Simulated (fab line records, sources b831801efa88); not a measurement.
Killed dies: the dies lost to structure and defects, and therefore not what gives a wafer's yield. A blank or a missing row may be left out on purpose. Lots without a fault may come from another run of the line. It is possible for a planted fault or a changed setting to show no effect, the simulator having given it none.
fab line records	flow sfqLine
record lots=6	wafers=18	lastDay=90
route steps=325 shown M6@255 I6@266 M7@281 I7@296 M8@325
lots that met no fault: taken from a fault-free run of the same line
startH: hours from the record's first day to the start of the lot's first wafer shown	waitH: how many hours have passed since the lot's step before this one	" same as the row above	L1.1+2: a single row standing in for several wafers	- value missing, or start not given	* or withheld: withheld	< > ~ a bound
route shown NAME@n: NAME is a module with steps in the file, n the number in the route of the first one	usual: the fault-free wafers' mean and standard deviation	same: alike in all rows	chamber/n: place in a boat	sites: the reading at each site	_std_site: standard deviation across them	_edge_site: mean of outer sites minus mean of inner sites	radiusMm: for every site, how far away it sits from the centre of the wafer	mask NAME#n: copy n	behind: the last tool/chamber to shape the wafer	hold: what put the lot on hold/how long, in hours/how the hold closed	device: the n, p or np transistor that did not switch	end of line: at the end of the route, the tests of the same wafers	where a step has no rows: the recipe by itself	killed: at the first sort, the dies lost to defects and structure; wafer yield is something else	map: per-die view of a wafer (x killed, . not killed, _ where there is no die)
set.NAME: the run value of the setting; set.NAME@STEP: its run value at that earlier step	model.NAME: the simulator's own value behind a step, which no gauge read
lots at selected steps of the route; one table per step, one row per wafer
services: a tool's chamber out of use, with start hour (startH, from the record's first day; less than 0 if before it), hours out, and reason
## steps
# step SFQ_TRILAYER_M6_LITHO_COAT_164
# recipe resist=BARC	spinRpm=3000	resistThkNm=62
# step SFQ_TRILAYER_M6_LITHO_COAT_159
# recipe resist=KrF	spinRpm=3000	resistThkNm=600
# step SFQ_TRILAYER_M6_LITHO_SOFTBAKE_163
# recipe tempC=withheld	timeS=withheld	resist=KrF
# step SFQ_TRILAYER_M6_LITHO_EXPOSE_160
# recipe maskId=M6	na=0.6	sourceShape=conventional	sigmaOuter=0.65	targetCdNm=500	doseMj=14.4
# step SFQ_TRILAYER_M6_LITHO_PEB_162
# recipe pebTempC=115	pebTimeS=60	resist=KrF
# step SFQ_TRILAYER_M6_LITHO_DEVELOP_161
# recipe timeS=60	resist=KrF
# step SFQ_M6_OVL_MEAS_940
# usual M6_OVL=-4/5.1
lot.wafer	tool	chamber	startH	waitH	M6_OVL[nm]
L718.1	overlay-01	-	1696.15	0.1	-11
L718.3	"	-	"	"	-11
L718.5	"	-	"	"	-16
L723.1	overlay-01	-	1799.29	0.1	2
L723.3	"	-	"	"	4
L723.4	"	-	"	"	-7
L726.1	overlay-02	-	1820.89	0.1	8
L726.3	"	-	"	"	12
L726.5	"	-	"	"	9
L729.2	overlay-02	-	1831.70	0.1	-6
L729.3	"	-	"	"	-8
L729.5	"	-	"	"	-9
L730.3	overlay-02	-	1836.23	0.1	-1
L730.4	"	-	"	"	-11
L730.5	"	-	"	"	-1
L731.1	overlay-01	-	1838.62	0.1	3
L731.3	"	-	"	"	2
L731.6	"	-	"	"	3
# step SFQ_TRILAYER_M6_BARC_OPEN_METAL_ETCH_206
# recipe maskMaterial=PR	chemistry=O2	targetDepthNm=125	target=BARC	icpW=600	biasW=80	pressureMtorr=10	timeS=41.7
# step SFQ_TRILAYER_M6_ETCH_METAL_ETCH_162
# recipe target=Nb	stopOn=SiO2	maskMaterial=PR	chemistry=Cl2/Ar	targetDepthNm=240	icpW=600	biasW=80	pressureMtorr=10	timeS=120
# step SFQ_TRILAYER_M6_STRIP_STRIP_163
# recipe gas=O2	powerW=200	platenTempC=40	overashFraction=0.65	chemistry=O2	pressureMtorr=50
# usual drypumpMotorCurrentA=5.7/0.55	oesProductAu=1.002/0.0081
# same overashFraction=0.65
lot.wafer	tool	chamber	startH	waitH	drypumpMotorCurrentA	oesProductAu	rfHoursCounterH
L718.1	rieMetal-01	0	1696.37	0.1	5.1	0.999	45
L718.3	"	0	"	"	5.1	0.998	-
L718.5	"	1	"	"	6.6	1.006	-
L723.1	rieMetal-03	0	1799.61	0.1	5.1	1.008	59
L723.3	"	1	"	"	5.3	0.997	-
L723.4	"	0	"	"	5.1	1.008	-
L726.1	rieMetal-04	0	1821.11	0.1	5.7	1.004	37
L726.3	"	0	"	"	5.7	1.007	-
L726.5	"	0	"	"	5.7	0.998	-
L729.2	rieMetal-04	1	1831.91	0.1	5.9	1.004	88
L729.3	"	1	"	"	5.9	1.005	-
L729.5	"	1	"	"	5.9	1.001	-
L730.3	rieMetal-01	0	1836.64	0.2	5.1	0.996	-
L730.4	"	1	"	"	6.7	1.003	-
L730.5	"	1	"	"	6.6	0.999	-
L731.1	rieMetal-03	1	1838.84	0.1	5.3	1.000	47
L731.3	"	1	"	"	5.3	0.995	-
L731.6	"	1	"	"	5.2	1.007	-
# step SFQ_TRILAYER_M6_STRIP_SOLV_CLEAN_164
# recipe chemistry=NMP	tempC=70	timeS=600
# step SFQ_TRILAYER_I6_DEP_PECVD_165
# recipe material=SiO2	tempC=150	timeS=111.11	pressureTorr=2.4	rfW=183.3	precursor=SiH4/N2O	targetThkNm=500
# usual heaterPowerW=91/12	throttleValvePct=24.5/1.5
lot.wafer	tool	chamber	startH	waitH	heaterPowerW	throttleValvePct
L718.1	pecvd-02	2	1697.16	0.0	85	24.3
L718.3	"	1	"	"	99	27.6
L718.5	"	2	"	"	92	24.3
L723.1	pecvd-02	2	1800.38	0.0	84	24.3
L723.3	"	0	"	"	114	23.3
L723.4	"	2	"	"	87	24.8
L726.1	pecvd-02	2	1821.89	0.0	91	24.7
L726.3	"	0	"	"	117	23.6
L726.5	"	0	"	"	99	23.4
L729.2	pecvd-03	2	1832.69	0.0	84	23.0
L729.3	"	1	"	"	89	24.4
L729.5	"	2	"	"	87	23.0
L730.3	pecvd-03	2	1837.21	0.0	85	23.2
L730.4	"	2	"	"	84	23.2
L730.5	"	0	"	"	92	23.7
L731.1	pecvd-04	2	1839.61	0.0	80	24.0
L731.3	"	0	"	"	72	24.8
L731.6	"	1	"	"	83	23.4
# step SFQ_TRILAYER_I6_CMP_CMP_166
# recipe material=SiO2	downForcePsi=3	platenRpm=60	padVelocityMS=0.94248
# usual motorCurrentA=10.4/1.2	timeToEndpointS=219/8
lot.wafer	tool	chamber	startH	waitH	motorCurrentA	timeToEndpointS	model.SiO2_of_TRILAYER_I6_DEP_PECVD_165.thkNm
L718.1	cmp-01	1	1697.84	0.6	10.0	207	200.7
L718.3	"	0	1699.34	2.1	9.0	220	200.5
L718.5	"	1	"	"	9.4	214	199.2
L723.4	cmp-01	3	1800.96	0.5	10.2	225	201.1
L723.1	"	0	"	"	9.5	225	202.8
L723.3	"	1	"	"	9.9	215	201.6
L726.1	cmp-02	0	1822.46	0.5	10.3	222	203
L726.3	"	2	1823.46	1.5	10.0	219	201
L726.5	"	3	"	"	11.7	227	201
L729.2	cmp-01	3	1836.87	4.1	10.6	210	201.5
L729.3	"	2	1838.37	5.6	9.7	205	197.8
L729.5	"	3	"	"	10.8	275	303.2
L730.4	cmp-01	2	1843.37	6.1	10.0	205	198.1
L730.3	"	0	1844.37	7.1	9.0	223	201
L730.5	"	1	"	"	9.5	273	302.5
L731.3	cmp-02	2	1845.21	5.6	9.2	215	200.7
L731.1	"	0	1846.21	6.6	10.1	224	202.4
L731.6	"	1	"	"	13.4	219	199.8
# step SFQ_I6_BOW_MEAS_941
# recipe mode=bow
# usual I6_BOW=5/12
lot.wafer	tool	chamber	startH	waitH	I6_BOW[um]
L718.1	filmMetro-02	-	1700.84	2.5	7
L718.3	"	-	"	"	-4
L718.5	"	-	"	"	8
L723.1	filmMetro-01	-	1803.46	1.5	6
L723.3	"	-	"	"	8
L723.4	"	-	"	"	4
L726.1	filmMetro-02	-	1824.96	2.0	7
L726.3	"	-	"	"	-4
L726.5	"	-	"	"	8
L729.2	filmMetro-01	-	1839.89	2.5	18
L729.3	"	-	"	"	10
L729.5	"	-	"	"	5
L730.3	filmMetro-02	-	1845.91	1.0	0
L730.4	"	-	"	"	-5
L730.5	"	-	"	"	-4
L731.1	filmMetro-04	-	1847.71	1.0	-1
L731.3	"	-	"	"	2
L731.6	"	-	"	"	-4
# step SFQ_TRILAYER_I6_METRO_MEASURE_167
# usual thkNm=200.5/1.3
lot.wafer	tool	chamber	startH	waitH	thkNm
L718.1	filmMetro-02	-	1700.96	0.1	201.0
L718.3	"	-	"	"	200.5
L718.5	"	-	"	"	199.4
L723.1	filmMetro-01	-	1803.58	0.1	202.8
L723.3	"	-	"	"	201.6
L723.4	"	-	"	"	201.1
L726.1	filmMetro-02	-	1825.08	0.1	202.9
L726.3	"	-	"	"	200.9
L726.5	"	-	"	"	201.2
L729.2	filmMetro-01	-	1840.19	0.3	201.6
L729.3	"	-	"	"	197.8
L729.5	"	-	"	"	303.4
L730.3	filmMetro-02	-	1846.39	0.5	200.9
L730.4	"	-	"	"	198.0
L730.5	"	-	"	"	302.6
L731.1	filmMetro-04	-	1847.83	0.1	202.4
L731.3	"	-	"	"	200.7
L731.6	"	-	"	"	199.8
# step SFQ_TRILAYER_I6_VIA_LITHO_COAT_174
# recipe resist=BARC	spinRpm=3000	resistThkNm=62
# step SFQ_TRILAYER_I6_VIA_LITHO_COAT_169
# recipe resist=KrF	spinRpm=3000	resistThkNm=650
# step SFQ_TRILAYER_I6_VIA_LITHO_SOFTBAKE_173
# recipe tempC=withheld	timeS=withheld	resist=KrF
# step SFQ_TRILAYER_I6_VIA_LITHO_EXPOSE_170
# recipe maskId=I6	na=0.6	sourceShape=conventional	sigmaOuter=0.65	targetCdNm=700	doseMj=21.3
# step SFQ_TRILAYER_I6_VIA_LITHO_PEB_172
# recipe pebTempC=115	pebTimeS=60	resist=KrF
# step SFQ_TRILAYER_I6_VIA_LITHO_DEVELOP_171
# recipe timeS=60	resist=KrF
# step SFQ_I6_OVL_MEAS_942
# usual I6_OVL=-3/6.5
lot.wafer	tool	chamber	startH	waitH	I6_OVL[nm]
L718.1	overlay-02	-	1792.47	0.1	-1
L718.3	"	-	"	"	1
L718.5	"	-	"	"	3
L723.1	overlay-01	-	1821.82	0.1	-10
L723.3	"	-	"	"	-12
L723.4	"	-	"	"	-11
L726.1	overlay-01	-	1901.27	0.1	-3
L726.3	"	-	"	"	-3
L726.5	"	-	"	"	-9
L729.2	overlay-02	-	1913.27	0.1	0
L729.3	"	-	"	"	1
L729.5	"	-	"	"	4
L730.3	overlay-02	-	1920.00	0.1	-5
L730.4	"	-	"	"	-6
L730.5	"	-	"	"	-9
L731.1	overlay-01	-	1921.19	0.1	-2
L731.3	"	-	"	"	6
L731.6	"	-	"	"	17
# step SFQ_TRILAYER_I6_VIA_BARC_OPEN_VIA_ETCH_235
# recipe maskMaterial=PR	chemistry=O2	targetDepthNm=125	target=BARC	sourceW=500	biasW=80	pressureMtorr=30	timeS=41.7
# step SFQ_TRILAYER_I6_VIA_ETCH_VIA_ETCH_172
# recipe target=SiO2	stopOn=Nb	maskMaterial=PR	taperDeg=20	chemistry=CHF3	targetDepthNm=260	sourceW=500	biasW=80	pressureMtorr=30	timeS=withheld
# usual drypumpMotorCurrentA=5.7/0.38	oesProductAu=0.856/0.0061
lot.wafer	tool	chamber	startH	waitH	drypumpMotorCurrentA	oesProductAu	model.etch.depthNm	model.I6.featureDepthNm
L718.1	rieDiel-04	2	1792.54	0.0	6.0	0.859	200.7	200.7
L718.3	"	3	"	"	6.2	0.860	200.5	200.5
L718.5	"	1	"	"	5.7	0.852	199.2	199.2
L723.1	rieDiel-02	2	1821.89	0.0	5.8	0.852	202.8	202.8
L723.3	"	1	"	"	4.9	0.861	201.6	201.6
L723.4	"	0	"	"	5.5	0.856	201.1	201.1
L726.1	rieDiel-04	2	1901.34	0.0	6.0	0.858	203	203
L726.3	"	1	"	"	5.8	0.852	201	201
L726.5	"	2	"	"	6.0	0.853	201	201
L729.2	rieDiel-03	1	1913.34	0.0	5.7	0.852	201.5	201.5
L729.3	"	0	"	"	5.3	0.852	197.8	197.8
L729.5	"	1	"	"	5.7	1.024	268.9	268.9
L730.3	rieDiel-02	3	1920.07	0.0	5.8	0.857	201	201
L730.4	"	2	"	"	5.8	0.848	198.1	198.1
L730.5	"	3	"	"	5.8	0.993	258.6	258.6
L731.1	rieDiel-04	1	1921.27	0.0	5.7	0.877	202.4	202.4
L731.3	"	3	"	"	6.2	0.845	200.7	200.7
L731.6	"	3	"	"	6.2	0.857	199.8	199.8
# step SFQ_TRILAYER_I6_VIA_STRIP_STRIP_173
# recipe gas=O2	powerW=200	platenTempC=40	overashFraction=0.65	chemistry=O2	pressureMtorr=50
# usual drypumpMotorCurrentA=5.4/0.33	oesProductAu=1.001/0.011
# same overashFraction=0.65
lot.wafer	tool	chamber	startH	waitH	drypumpMotorCurrentA	oesProductAu	rfHoursCounterH
L718.1	rieMetal-04	1	1792.65	-	5.8	1.014	80
L718.3	"	0	"	"	5.7	1.010	-
L718.5	"	0	"	"	5.7	1.007	-
L723.1	rieMetal-02	1	1822.00	-	5.7	0.987	48
L723.3	"	1	"	"	5.7	0.987	-
L723.4	"	0	"	"	5.0	0.975	-
L726.1	rieMetal-02	1	1901.45	-	5.7	0.998	54
L726.3	"	1	"	"	5.7	0.998	-
L726.5	"	0	"	"	5.0	0.989	-
L729.2	rieMetal-03	1	1913.45	-	5.3	0.988	60
L729.3	"	1	"	"	5.2	0.984	-
L729.5	"	1	"	"	5.3	0.983	-
L730.3	rieMetal-03	0	1920.38	-	5.1	1.007	-
L730.4	"	1	"	"	5.3	0.992	-
L730.5	"	0	"	"	5.1	0.998	-
L731.1	rieMetal-04	1	1921.38	-	5.9	1.004	102
L731.3	"	0	"	"	5.7	1.015	-
L731.6	"	1	"	"	5.9	1.013	-
# step SFQ_TRILAYER_I6_VIA_STRIP_SOLV_CLEAN_174
# recipe chemistry=NMP	tempC=70	timeS=600
# step SFQ_TRILAYER_M7_DEP_PRE_CLEAN_176
# recipe gas=Ar	timeS=22.5	biasV=250
lot.wafer	tool	chamber	startH	waitH	model.SiO2_of_TRILAYER_I6_DEP_PECVD_165.thkNm
L718.1	pvdSputter-04	-	1793.43	0.0	193.2
L718.3	"	-	"	"	193
L718.5	"	-	"	"	191.7
L723.1	pvdSputter-05	-	1822.78	0.0	195.3
L723.3	"	-	"	"	194.1
L723.4	"	-	"	"	193.6
L726.1	pvdSputter-06	-	1902.23	0.0	195.5
L726.3+5	"	-	"	"	193.5
L729.2	pvdSputter-06	-	1914.23	0.0	194
L729.3	"	-	"	"	190.3
L729.5	"	-	"	"	295.7
L730.3	pvdSputter-06	-	1920.95	0.0	193.5
L730.4	"	-	"	"	190.6
L730.5	"	-	"	"	295
L731.1	pvdSputter-06	-	1922.15	0.0	194.9
L731.3	"	-	"	"	193.2
L731.6	"	-	"	"	192.3
# step SFQ_TRILAYER_M7_DEP_SPUTTER_175
# recipe material=Nb	basePressurePa=1.33e-06	chamberPressurePa=0.1333	substrateTempC=20	targetThkNm=200	powerW=2000	timeS=133.3
# usual throttleValvePct=30.6/1.1
lot.wafer	tool	chamber	startH	waitH	throttleValvePct
L718.1	pvdSputter-04	-	1793.46	0.0	31.6
L718.3	"	-	"	"	27.8
L718.5	"	-	"	"	31.3
L723.1	pvdSputter-05	-	1822.81	0.0	30.6
L723.3	"	-	"	"	29.9
L723.4	"	-	"	"	29.8
L726.1	pvdSputter-06	-	1902.26	0.0	29.3
L726.3	"	-	"	"	30.1
L726.5	"	-	"	"	30.4
L729.2	pvdSputter-06	-	1914.26	0.0	32.1
L729.3	"	-	"	"	30.2
L729.5	"	-	"	"	31.4
L730.3	pvdSputter-06	-	1920.98	0.0	32.3
L730.4	"	-	"	"	31.5
L730.5	"	-	"	"	29.3
L731.1	pvdSputter-06	-	1922.18	0.0	32.2
L731.3	"	-	"	"	31.7
L731.6	"	-	"	"	31.3
# step SFQ_M7_RS_MEAS_943
# recipe thkMeasGauge=four-point-probe	reads=Nb_of_TRILAYER_M7_DEP_SPUTTER_175
# usual M7_NB_RS=0.892/0.0083
lot.wafer	tool	chamber	startH	waitH	M7_NB_RS[ohm/sq]
L718.1	filmMetro-03	-	1793.55	0.0	0.879
L718.3	"	-	"	"	0.882
L718.5	"	-	"	"	0.884
L723.1	filmMetro-01	-	1822.91	0.1	0.870
L723.3	"	-	"	"	0.883
L723.4	"	-	"	"	0.884
L726.1	filmMetro-03	-	1902.35	0.0	0.882
L726.3	"	-	"	"	0.890
L726.5	"	-	"	"	0.900
L729.2	filmMetro-03	-	1914.37	0.1	0.906
L729.3	"	-	"	"	0.907
L729.5	"	-	"	"	0.894
L730.3	filmMetro-04	-	1921.11	0.1	0.904
L730.4	"	-	"	"	0.896
L730.5	"	-	"	"	0.900
L731.1	filmMetro-03	-	1922.27	0.0	0.904
L731.3	"	-	"	"	0.905
L731.6	"	-	"	"	0.899
# step SFQ_TRILAYER_M7_LITHO_COAT_182
# recipe resist=BARC	spinRpm=3000	resistThkNm=62
# step SFQ_TRILAYER_M7_LITHO_COAT_177
# recipe resist=KrF	spinRpm=3000	resistThkNm=600
# step SFQ_TRILAYER_M7_LITHO_SOFTBAKE_181
# recipe tempC=withheld	timeS=withheld	resist=KrF
# step SFQ_TRILAYER_M7_LITHO_EXPOSE_178
# recipe maskId=M7	na=0.6	sourceShape=conventional	sigmaOuter=0.65	targetCdNm=500	doseMj=14.4
# step SFQ_TRILAYER_M7_LITHO_PEB_180
# recipe pebTempC=115	pebTimeS=60	resist=KrF
# step SFQ_TRILAYER_M7_LITHO_DEVELOP_179
# recipe timeS=60	resist=KrF
# step SFQ_M7_OVL_MEAS_945
# usual M7_OVL=0/5.2
lot.wafer	tool	chamber	startH	waitH	M7_OVL[nm]
L718.1	overlay-02	-	1804.47	0.1	-5
L718.3	"	-	"	"	2
L718.5	"	-	"	"	-5
L723.1	overlay-01	-	1877.12	0.1	9
L723.3	"	-	"	"	17
L723.4	"	-	"	"	13
L726.1	overlay-02	-	1904.78	0.1	4
L726.3	"	-	"	"	7
L726.5	"	-	"	"	0
L729.2	overlay-02	-	1979.51	0.1	5
L729.3	"	-	"	"	7
L729.5	"	-	"	"	12
L730.3	overlay-02	-	1986.72	0.1	-9
L730.4	"	-	"	"	4
L730.5	"	-	"	"	0
L731.1	overlay-02	-	1987.91	0.1	-3
L731.3	"	-	"	"	-2
L731.6	"	-	"	"	-6
# step SFQ_TRILAYER_M7_BARC_OPEN_METAL_ETCH_229
# recipe maskMaterial=PR	chemistry=O2	targetDepthNm=125	target=BARC	icpW=600	biasW=80	pressureMtorr=10	timeS=41.7
# step SFQ_TRILAYER_M7_ETCH_METAL_ETCH_180
# recipe target=Nb	stopOn=SiO2	maskMaterial=PR	chemistry=Cl2/Ar	targetDepthNm=240	icpW=600	biasW=80	pressureMtorr=10	timeS=120
# step SFQ_TRILAYER_M7_STRIP_STRIP_181
# recipe gas=O2	powerW=200	platenTempC=40	overashFraction=0.65	chemistry=O2	pressureMtorr=50
# step SFQ_TRILAYER_M7_STRIP_SOLV_CLEAN_182
# recipe chemistry=NMP	tempC=70	timeS=600
# step SFQ_TRILAYER_I7_DEP_PECVD_183
# recipe material=SiO2	tempC=150	timeS=111.11	pressureTorr=2.4	rfW=183.3	precursor=SiH4/N2O	targetThkNm=500
# usual heaterPowerW=87/12	throttleValvePct=24.3/0.84
lot.wafer	tool	chamber	startH	waitH	heaterPowerW	throttleValvePct
L718.1	pecvd-03	1	1805.48	0.0	84	24.3
L718.3	"	0	"	"	99	23.6
L718.5	"	1	"	"	90	24.2
L723.1	pecvd-03	0	1878.11	0.0	108	23.9
L723.3	"	2	"	"	86	23.1
L723.4	"	1	"	"	97	24.6
L726.1	pecvd-04	2	1905.78	0.0	86	24.6
L726.3	"	0	"	"	83	25.0
L726.5	"	2	"	"	88	24.4
L729.2	pecvd-04	0	1980.50	0.0	79	25.1
L729.3	"	2	"	"	84	24.8
L729.5	"	1	"	"	86	23.9
L730.3	pecvd-04	0	1987.72	0.0	79	25.5
L730.4	"	1	"	"	74	24.2
L730.5	"	2	"	"	73	24.7
L731.1	pecvd-03	0	1988.90	0.0	96	24.6
L731.3	"	2	"	"	84	23.7
L731.6	"	0	"	"	99	24.6
# step SFQ_M8_BOW_MEAS_951
# recipe mode=bow
# usual M8_BOW=6/12
lot.wafer	tool	chamber	startH	waitH	M8_BOW[um]	model.etest.i6.linkOhm
L718.1	filmMetro-03	-	1846.71	0.0	10	1.86
L718.3	"	-	"	"	0	1.865
L718.5	"	-	"	"	11	1.866
L723.1	filmMetro-01	-	2036.73	0.0	12	1.843
L723.3	"	-	"	"	13	1.861
L723.4	"	-	"	"	10	1.862
L726.1	filmMetro-03	-	2082.68	0.0	3	1.866
L726.3	"	-	"	"	-6	1.876
L726.5	"	-	"	"	6	1.885
L729.2	filmMetro-03	-	2149.37	0.0	23	1.901
L729.3	"	-	"	"	17	1.892
L729.5	"	-	"	"	12	1e+06
L730.3	filmMetro-03	-	2156.57	0.0	5	1.912
L730.4	"	-	"	"	-1	1.892
L730.5	"	-	"	"	-1	1e+06
L731.1	filmMetro-03	-	2157.73	0.0	0	1.887
L731.3	"	-	"	"	3	1.884
L731.6	"	-	"	"	-3	1.898
## services
tool	chamber	startH	hours	kind
filmMetro-02	-	1685.68	1.5	pm
pecvd-03	-	1686.25	14.0	pm
rieMetal-04	-	1698.29	0.4	repair
rieMetal-04	0	1708.97	1.4	repair
pecvd-02	0	1716.10	4.2	repair
pecvd-04	-	1719.84	1.0	repair
rieDiel-04	-	1744.78	0.7	repair
pecvd-02	-	1745.69	43.9	repair
cmp-01	-	1764.83	0.8	repair
cmp-01	-	1776.29	4.0	pm
filmMetro-02	-	1787.16	0.7	pm
pecvd-02	-	1789.59	0.8	pm
pecvd-03	-	1793.14	6.0	pm
rieMetal-04	0	1796.63	2.1	repair
pecvd-04	-	1798.11	0.5	repair
filmMetro-02	-	1805.70	0.8	pm
rieMetal-03	-	1809.94	2.5	repair
cmp-01	-	1818.12	15.7	pm
pecvd-03	-	1862.20	0.7	repair
pecvd-03	-	1882.48	2.8	pm
cmp-01	-	1953.76	0.2	repair
cmp-01	-	1969.15	0.4	repair
pecvd-04	-	1977.50	2.5	repair
pecvd-03	-	1986.95	1.1	repair
## key
firstSign step=SFQ_TRILAYER_I6_CMP_CMP_166	reading=timeToEndpointS	direction=up	sigmas=6.9	usual=*	struck=*
effect step=SFQ_TRILAYER_I6_METRO_MEASURE_167	reading=thkNm	direction=up	sigmas=76	usual=200.5	struck=303.0
effect step=SFQ_TRILAYER_I6_VIA_ETCH_VIA_ETCH_172	reading=oesProductAu	direction=up	sigmas=25	usual=0.856	struck=1.009
modelEffect step=SFQ_TRILAYER_I6_CMP_CMP_166	value=SiO2_of_TRILAYER_I6_DEP_PECVD_165.thkNm	without=199.8	struck=302.9
modelEffect step=SFQ_TRILAYER_I6_VIA_ETCH_VIA_ETCH_172	value=etch.depthNm	without=199.8	struck=263.8
modelEffect step=SFQ_TRILAYER_M7_DEP_PRE_CLEAN_176	value=SiO2_of_TRILAYER_I6_DEP_PECVD_165.thkNm	without=192.3	struck=295.4
modelEffect step=SFQ_M8_BOW_MEAS_951	value=etest.i6.linkOhm	without=1.882	struck=1e+06
metAt SFQ_TRILAYER_I6_CMP_CMP_166
struckWafers L729.5,L730.5
onsetBetween 1800.96 1836.87
fault kind=processParameterDrift	tool=cmp-01	chamber=-	onsetH=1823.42	steps=SFQ_TRILAYER_I6_CMP_CMP_166	channel=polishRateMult	offset=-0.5	shape=step	endH=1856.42	scope=struckWafersOnly
